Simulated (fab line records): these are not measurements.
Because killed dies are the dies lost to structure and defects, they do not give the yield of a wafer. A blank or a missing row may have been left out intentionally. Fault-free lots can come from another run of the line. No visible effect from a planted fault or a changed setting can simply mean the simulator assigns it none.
Chamber matching :: flow gf180mcu :: GF_PASSIVATION_CVD_02 on pecvd-04 has 3 sister chambers
The step deposits Si3N4, target thk 700 nm, time 486.18 s. 3 wafers are shown with their chamber, then 10 later ones without.

== EACH WAFER AND ITS CHAMBER ==
wafer: L173.1
chamber: 0
heaterPowerW (W): 747

wafer: L177.3
chamber: 2
heaterPowerW (W): 625

wafer: L177.4
chamber: 1
heaterPowerW (W): 663

== WAFERS MISSING THEIR CHAMBER ==
wafer: L177.6
heaterPowerW (W): 657

wafer: L181.2
heaterPowerW (W): 670

wafer: L181.5
heaterPowerW (W): 672

wafer: L181.6
heaterPowerW (W): 660

wafer: L184.1
heaterPowerW (W): 637

wafer: L184.2
heaterPowerW (W): 695

wafer: L184.5
heaterPowerW (W): 692

wafer: L185.1
heaterPowerW (W): 737

wafer: L185.2
heaterPowerW (W): 662

wafer: L185.4
heaterPowerW (W): 755

== WHICH CHAMBER EACH ONE RAN IN ==
wafer: L177.6
from the rows above: can't be placed: 1 or 2
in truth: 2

wafer: L181.2
from the rows above: 1
in truth: 1

wafer: L181.5
from the rows above: 1
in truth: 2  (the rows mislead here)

wafer: L181.6
from the rows above: 1
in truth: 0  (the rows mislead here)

wafer: L184.1
from the rows above: can't be placed: 2 or 1
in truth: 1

wafer: L184.2
from the rows above: can't be placed: 1 or 0
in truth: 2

wafer: L184.5
from the rows above: can't be placed: 1 or 0
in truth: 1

wafer: L185.1
from the rows above: 0
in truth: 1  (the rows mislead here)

wafer: L185.2
from the rows above: 1
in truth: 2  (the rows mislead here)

wafer: L185.4
from the rows above: 0
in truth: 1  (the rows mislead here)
Correct placement for 1 of the 10. Cannot be placed on the basis of these rows: 4; the candidates contain the true chamber in 3. Wrongly placed: 5.
How it was worked out, from the rows above alone: a wafer's distance from a chamber is the root of the sum, over the readings, of the square of ((its reading less the chamber's mean) divided by the reading's scatter). The wafer belongs to the nearest chamber; if the next one is less than 2 further off, it can't be placed. The mean given for a chamber averages the wafers shown for that chamber. The scatter (one wafer shown for each chamber): square how far every hidden wafer sits from the nearest shown wafer, average those squares and take the square root.
